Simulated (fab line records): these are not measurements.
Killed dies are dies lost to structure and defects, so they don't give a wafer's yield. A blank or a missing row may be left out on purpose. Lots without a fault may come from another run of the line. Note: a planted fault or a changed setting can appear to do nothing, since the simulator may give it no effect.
Problem report in the 8D (eight disciplines) form, filled by code ; flow sky130 ; the parts of the form that need people (team, actions taken, sign-off) are left out

== 1. WHAT WENT WRONG ==
cdNm at SKY_VIA3_CD_MEAS_12 reads a mean of 130.6 nm on 4 wafers of 2 lots; wafers without a fault read 200.1 nm with a standard deviation of 1.2. Relative to the usual mean, that is a shift of -58 standard deviations.
The step: target cd 200 nm.
First observed at day 41 22:41: wafer L108.2, on cdSem-01. At this step, 16 wafers from 6 lots have a number in the record. By rule, "out" or "out of limits" means more than 4 standard deviations away from the usual mean. Any other wafer with a number is counted as sound.

== 2. WHAT THIS IS AND IS NOT ==
question;is;is not
which readings at this step;cdNm;-
which lots;L108, L109;L105, L106, L117, L121
which wafers of those lots;all that have a number;-
read on which gauges;cdSem-01;cdSem-02
when;from day 41 22:41;"up to then (6 sound wafers); but 6 sound wafers of L117, L121 came after"

== 3. SUSPECTS, AND WHAT RULES EACH OUT ==
Counting: a tool stays on the suspect list if, at a process step up to the reading, it processed all lots that are out and no sound lot following the first of them.
- ruled out: the gauge at SKY_VIA3_CD_MEAS_12. All the wafers that are out were read on cdSem-01, but those of them that SKY_PAD_OPEN_PROBE_99 has rows for are out there too, on other tools.
- cmp-01 at SKY_VIA3_CMP_02 (polishes SiO2): ruled out as a lasting fault. Following L108 (day 40 22:37), the first lot on it that is out, the sound lots L117 were run on it.
- krfScanner-01 at SKY_VIA3_EXPOSE_09 (exposes mask VIM3, target cd 200 nm): kept. It ran every lot that is out, first L108 (day 41 11:02), and no sound lot after that; its last sound lot up to then is L105 (day 40 16:22).
Remaining after the count: krfScanner-01 at SKY_VIA3_EXPOSE_09.

== 4. THE CAUSE (what the simulator had put in) ==
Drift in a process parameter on krfScanner-01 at SKY_VIA3_EXPOSE_09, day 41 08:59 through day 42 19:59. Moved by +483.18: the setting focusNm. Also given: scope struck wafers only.
This tool alone remained once counting was done.

== 5. THE CHAIN OF EFFECTS, in route order ==
Each row: a reading where the mean over the struck wafers with a number is more than 3 standard deviations away from the usual. Readings are gone through only where the record gives a usual standard deviation; hours: the median, over the lots, of the time from a lot's start at the first step in this table giving one to that lot's start at this step; sigmas: the change measured in usual standard deviations.
hours;step;reading;usual;on struck wafers;change;sigmas
0;SKY_VIA3_CD_MEAS_12;cdNm;200.1 nm;130.6;-69.5;-58
139;SKY_PAD_OPEN_PROBE_99;defectLimitedYield;82.4 %;0.0;-82.4;-41
139;SKY_PAD_OPEN_PROBE_99;killed_at_M0_to_M3;44;445;+401;+62
139;SKY_PAD_OPEN_PROBE_99;killedDies;87;492;+405;+41
139;SKY_PAD_OPEN_PROBE_99;killedOnRim;17;96;+79;+21
139;SKY_PAD_OPEN_PROBE_99;sort_bin_5_function;10.4 %;92.4;+82.0;+55
139;SKY_PAD_OPEN_PROBE_99;sortNPass;405;0;-405;-41
139;SKY_PAD_OPEN_PROBE_99;sortYieldPct;82.4 %;0.0;-82.4;-41
Here are the process steps it includes:
- SKY_PAD_OPEN_PROBE_99
Later steps that measure or inspect, where all struck wafers having a row at the step show a number for every such reading and not one has moved that far: SKY_VIA3_OVL_MEAS_13.

== 6. WHAT WOULD HAVE CAUGHT IT SOONER ==
The first out-of-limits reading at a measuring or inspecting step in this record came at day 41 22:41, 14 hours after the fault's start at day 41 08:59.
The start of SKY_VIA3_EXPOSE_09 on krfScanner-01 came by day 41 22:41 for every one of the lots that are out (2). None of them would have been spared by holding the tool at that moment.
